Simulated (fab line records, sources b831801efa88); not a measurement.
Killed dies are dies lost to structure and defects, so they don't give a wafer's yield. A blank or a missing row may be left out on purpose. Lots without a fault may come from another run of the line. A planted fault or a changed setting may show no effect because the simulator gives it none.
Which tool did it? | flow sky130 | 24 lots, 72 wafers sampled, at 4 steps of a route of 708

WHAT THE GAUGES READ, wafer by wafer
SKY_LOCAL_INTERCONNECT_RS_MEAS_01: measures by four-point-probe. Usual: LOCAL_INTERCONNECT_TIN_RS 14.14 ohm/sq, standard deviation 0.15.
lot  | measured     | on            | LOCAL_INTERCONNECT_TIN_RS (ohm/sq) | flag
L074 | day 30 01:32 | film_metro-04 | 13.94 14.04 13.85                  |
L076 | day 30 09:19 | film_metro-02 | 14.12 14.25 14.30                  |
L075 | day 30 10:10 | film_metro-04 | 14.21 14.28 14.27                  |
L077 | day 30 22:18 | film_metro-02 | 13.99 14.20 14.19                  |
L078 | day 31 04:26 | film_metro-01 | 14.03 14.01 14.10                  |
L079 | day 31 08:29 | film_metro-02 | 14.21 14.09 14.10                  |
L080 | day 31 15:28 | film_metro-01 | 14.25 14.22 14.13                  |
L081 | day 31 19:59 | film_metro-02 | 14.39 14.31 14.33                  |
L082 | day 32 09:56 | film_metro-02 | 14.20 14.12 14.21                  |
L083 | day 32 13:26 | film_metro-04 | 14.08 14.09 14.23                  |
L084 | day 32 22:12 | film_metro-04 | 14.29 14.28 14.12                  |
L085 | day 33 06:22 | film_metro-01 | 14.02 14.02 13.94                  |
L086 | day 33 12:29 | film_metro-04 | 13.95 14.01 14.15                  |
L087 | day 34 02:06 | film_metro-04 | 14.06 14.09 14.11                  |
L088 | day 34 02:52 | film_metro-04 | 14.10 14.22 14.16                  |
L089 | day 34 10:47 | film_metro-01 | 14.16 13.99 13.97                  |
L090 | day 34 13:19 | film_metro-01 | 14.17 14.08 13.95                  |
L091 | day 34 18:12 | film_metro-01 | 14.33 14.29 14.27                  |
L092 | day 35 00:37 | film_metro-01 | 14.23 14.11 14.11                  |
L093 | day 35 13:05 | film_metro-02 | 14.41 14.38 14.54                  |
L094 | day 35 17:37 | film_metro-02 | 13.96 13.94 14.02                  |
L095 | day 36 02:33 | film_metro-04 | 14.43 14.43 14.37                  |
L096 | day 36 12:20 | film_metro-02 | 14.02 14.18 14.12                  |
L097 | day 36 19:36 | film_metro-04 | 14.29 14.17 14.19                  |

SKY_LOCAL_INTERCONNECT_OVL_MEAS_12. Usual: LOCAL_INTERCONNECT_OVL -2 nm, standard deviation 5.4.
lot  | measured     | on         | LOCAL_INTERCONNECT_OVL (nm) | flag
L074 | day 31 05:58 | overlay-01 | -8 4 7                      |
L076 | day 31 13:29 | overlay-02 | 6 -7 -2                     |
L075 | day 31 14:17 | overlay-02 | -1 -7 -1                    |
L077 | day 32 02:12 | overlay-01 | -3 -9 2                     |
L078 | day 32 07:45 | overlay-01 | 1 3 -5                      |
L079 | day 32 12:30 | overlay-01 | -2 -5 -5                    |
L080 | day 32 19:00 | overlay-01 | -2 0 -7                     |
L081 | day 33 00:20 | overlay-02 | -3 -10 -9                   |
L082 | day 33 13:09 | overlay-02 | -8 -14 -6                   |
L083 | day 33 16:39 | overlay-02 | 6 5 17                      |
L084 | day 34 01:28 | overlay-01 | -9 -7 -10                   |
L085 | day 34 09:39 | overlay-02 | 7 2 6                       |
L086 | day 34 14:53 | overlay-01 | -3 -1 -2                    |
L087 | day 35 04:14 | overlay-02 | 1 -3 7                      |
L088 | day 35 05:10 | overlay-02 | -7 -4 -6                    |
L089 | day 35 13:50 | overlay-01 | 5 9 1                       |
L090 | day 35 15:41 | overlay-02 | -1 -1 4                     |
L091 | day 35 20:47 | overlay-01 | -5 -3 -1                    |
L092 | day 36 03:01 | overlay-01 | 0 -8 -10                    |
L093 | day 36 15:41 | overlay-02 | 0 -1 4                      |
L094 | day 36 20:23 | overlay-01 | -4 2 -2                     |
L095 | day 37 04:54 | overlay-02 | -3 2 2                      |
L096 | day 37 13:51 | overlay-01 | -13 -8 -6                   |
L097 | day 37 21:22 | overlay-02 | -2 2 -1                     |

SKY_CONTACT_OVL_MEAS_15. Usual: CONTACT_OVL 2 nm, standard deviation 6.2.
lot  | measured     | on         | CONTACT_OVL (nm) | flag
L074 | day 32 10:51 | overlay-01 | -2 17 9          |
L076 | day 32 18:47 | overlay-02 | -2 11 6          |
L075 | day 32 19:35 | overlay-01 | 11 -1 11         |
L077 | day 33 07:22 | overlay-01 | 6 0 7            |
L078 | day 33 12:07 | overlay-02 | -16 1 -9         |
L079 | day 33 17:35 | overlay-02 | 11 -6 5          |
L080 | day 33 22:58 | overlay-02 | -3 1 -6          |
L081 | day 34 05:36 | overlay-01 | 0 13 0           |
L082 | day 34 17:10 | overlay-01 | 5 -1 1           |
L083 | day 34 20:49 | overlay-01 | -6 -1 -2         |
L084 | day 35 05:06 | overlay-01 | 8 5 -3           |
L085 | day 35 13:24 | overlay-02 | 11 5 4           |
L086 | day 35 18:35 | overlay-01 | 5 8 3            |
L087 | day 36 08:08 | overlay-01 | 1 -2 -4          |
L088 | day 36 09:07 | overlay-01 | 9 13 15          |
L089 | day 36 17:40 | overlay-02 | -2 0 8           |
L090 | day 36 19:01 | overlay-01 | -1 -4 1          |
L091 | day 36 23:55 | overlay-01 | -1 -6 -6         |
L092 | day 37 06:43 | overlay-02 | -2 1 0           |
L093 | day 37 19:10 | overlay-02 | 5 -2 12          |
L094 | day 37 23:13 | overlay-01 | -8 -13 -8        |
L095 | day 38 08:00 | overlay-01 | -6 3 2           |
L096 | day 38 16:29 | overlay-02 | 7 7 11           |
L097 | day 39 00:06 | overlay-02 | -8 -7 2          |

WHICH TOOL RAN EACH LOT (tool, then ch and the chambers of the sampled wafers, then the start)
lot  | SKY_LOCAL_INTERCONNECT_SPUTTER_00
L074 | pvd_sputter-04, day 30 01:28
L076 | pvd_sputter-01, day 30 09:14
L075 | pvd_sputter-04, day 30 10:03
L077 | pvd_sputter-04, day 30 22:14
L078 | pvd_sputter-04, day 31 04:22
L079 | pvd_sputter-01, day 31 08:23
L080 | pvd_sputter-03, day 31 15:24
L081 | pvd_sputter-03, day 31 19:56
L082 | pvd_sputter-03, day 32 09:51
L083 | pvd_sputter-04, day 32 13:22
L084 | pvd_sputter-04, day 32 22:08
L085 | pvd_sputter-03, day 33 06:18
L086 | pvd_sputter-04, day 33 12:23
L087 | pvd_sputter-01, day 34 02:01
L088 | pvd_sputter-04, day 34 02:49
L089 | pvd_sputter-03, day 34 10:43
L090 | pvd_sputter-04, day 34 13:14
L091 | pvd_sputter-03, day 34 18:08
L092 | pvd_sputter-04, day 35 00:33
L093 | pvd_sputter-01, day 35 13:00
L094 | pvd_sputter-04, day 35 17:32
L095 | pvd_sputter-03, day 36 02:29
L096 | pvd_sputter-01, day 36 12:13
L097 | pvd_sputter-01, day 36 19:32
- SKY_LOCAL_INTERCONNECT_SPUTTER_00: material TiN, target thk 100 nm, time 83.3 s.

WHAT THE TOOLS THEMSELVES READ (means of the sampled wafers that have a number; where no wafer has one, the mark that the record gives instead)
SKY_LOCAL_INTERCONNECT_SPUTTER_00. Usual: throttle_valve_pct 30.1 %, standard deviation 1.4.
lot  | tool           | throttle_valve_pct (%) | flag
L074 | pvd_sputter-04 | 30.1                   |
L076 | pvd_sputter-01 | 29.7                   |
L075 | pvd_sputter-04 | 30.5                   |
L077 | pvd_sputter-04 | 30.1                   |
L078 | pvd_sputter-04 | 29.2                   |
L079 | pvd_sputter-01 | 30.0                   |
L080 | pvd_sputter-03 | 29.3                   |
L081 | pvd_sputter-03 | 30.0                   |
L082 | pvd_sputter-03 | 29.9                   |
L083 | pvd_sputter-04 | 29.9                   |
L084 | pvd_sputter-04 | 29.1                   |
L085 | pvd_sputter-03 | 29.2                   |
L086 | pvd_sputter-04 | 29.5                   |
L087 | pvd_sputter-01 | 29.7                   |
L088 | pvd_sputter-04 | 29.9                   |
L089 | pvd_sputter-03 | 30.1                   |
L090 | pvd_sputter-04 | 28.8                   |
L091 | pvd_sputter-03 | 30.5                   |
L092 | pvd_sputter-04 | 29.2                   |
L093 | pvd_sputter-01 | 30.0                   |
L094 | pvd_sputter-04 | 29.1                   |
L095 | pvd_sputter-03 | 31.4                   |
L096 | pvd_sputter-01 | 30.8                   |
L097 | pvd_sputter-01 | 30.8                   |

THE ANSWER, worked out from the rows above alone
Rule: a lot is off if the mean of its wafers that have a number lies more than 3 standard deviations from the usual mean. A lot without any number at a reading at which 4 lots or more have one is off too. The other lots that the step has rows for count as sound. The gauges are gone through in route order, then the tools' own readings, and for those a lot's mean is taken as printed above. The first step at which some lot is off is used, and at that step the reading that is off furthest; a lot without a number counts as furthest.
No lot is off at any reading shown: from this, nothing can be told.

WHAT THE SIMULATOR HAD PUT IN
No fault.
